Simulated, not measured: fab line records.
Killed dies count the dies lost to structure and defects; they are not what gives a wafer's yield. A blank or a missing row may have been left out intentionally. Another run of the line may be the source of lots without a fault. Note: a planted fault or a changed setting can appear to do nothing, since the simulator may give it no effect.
Which tool did it? -- flow sky130 -- 42 wafers from 14 lots sampled at 2 of the route's 708 steps

## WHAT EACH GAUGE READ, for each wafer
SKY_CAP2M_THK_MEAS_04: measures by xrf.
lot,measured,on,CAP2M_TIN_THK (nm)
L286,day 39 19:11,film_metro-03,198.0 199.0 199.2
L288,day 40 04:58,film_metro-03,198.9 198.3 197.8
L291,day 41 18:10,film_metro-01,200.0 199.3 196.4
L292,day 41 20:59,film_metro-04,201.8 204.8 202.3
L294,day 42 16:17,film_metro-03,198.1 201.4 200.6
L299,day 43 19:52,film_metro-01,200.6 202.9 200.1
L301,day 44 03:04,film_metro-03,195.6 195.9 196.7
L302,day 44 08:07,film_metro-01,206.8 203.7 207.5
L303,day 44 17:28,film_metro-03,199.9 198.0 201.1
L304,day 44 21:11,film_metro-04,200.9 201.2 204.9
L305,day 44 23:52,film_metro-01,204.1 200.7 201.6
L306,day 45 12:14,film_metro-04,199.1 195.5 198.7
L307,day 45 19:46,film_metro-04,198.5 197.3 197.3
L309,day 46 08:21,film_metro-03,202.0 206.7 200.7

SKY_METAL4_CD_MEAS_13 targets a cd of 300 nm.
lot,measured,on,cd_nm (nm)
L286,day 41 19:42,cd_sem-02,298.6 298.4 299.0
L288,day 42 03:41,cd_sem-02,301.1 298.5 301.1
L291,day 43 17:11,cd_sem-02,300.4 299.8 299.3
L292,day 43 20:16,cd_sem-02,298.7 297.9 298.5
L294,day 44 13:02,cd_sem-02,298.8 298.6 297.6
L299,day 45 16:01,cd_sem-02,300.1 299.1 301.0
L301,day 45 23:04,cd_sem-02,298.4 298.7 300.2
L302,day 46 01:43,cd_sem-02,299.9 299.3 299.1
L303,day 46 12:45,cd_sem-01,301.2 301.7 302.2
L304,day 46 16:02,cd_sem-01,299.1 300.6 301.6
L305,day 46 18:20,cd_sem-01,299.9 299.2 300.0
L306,day 47 06:58,cd_sem-01,298.9 298.9 299.6
L307,day 47 12:52,cd_sem-02,296.7 297.5 298.3
L309,day 48 00:33,cd_sem-01,301.6 300.8 300.8

## WHAT TOOL EACH LOT RAN ON (gives the tool, then ch and the chambers of the sampled wafers, and finally the start)
No process step before these readings appears in the record.

## WHAT THE TOOLS THEMSELVES READ (means of the sampled wafers that have a number; where no wafer has one, the mark that the record gives instead)
The record holds no such reading with a usual standard deviation.

## THE ANSWER, worked out from the rows above alone
Rule: usual is defined by the lots themselves. The widest of any qualifying gaps counts: lots, ordered by their means at a reading, are off when they make up no more than a third of the lots, leave a main group of 4 or more, and stand apart from it by 3 or more times the standard deviation of that group's means. The tables above print the reading to a certain number of digits; a main group whose means all agree to those digits is not used. Also off: a lot with no number at a reading for which 4 or more lots have one. Where the step has rows for the other lots, those lots are counted as sound. Order of review: gauges by route order, followed by the tools' own readings, for which a lot's mean as printed above is used. The first step at which some lot is off is used, and at that step the reading that is off furthest; a lot without a number counts as furthest.
No lot is off on any of the readings shown, so nothing can be concluded from this.

## WHAT THE SIMULATOR HAD PUT IN
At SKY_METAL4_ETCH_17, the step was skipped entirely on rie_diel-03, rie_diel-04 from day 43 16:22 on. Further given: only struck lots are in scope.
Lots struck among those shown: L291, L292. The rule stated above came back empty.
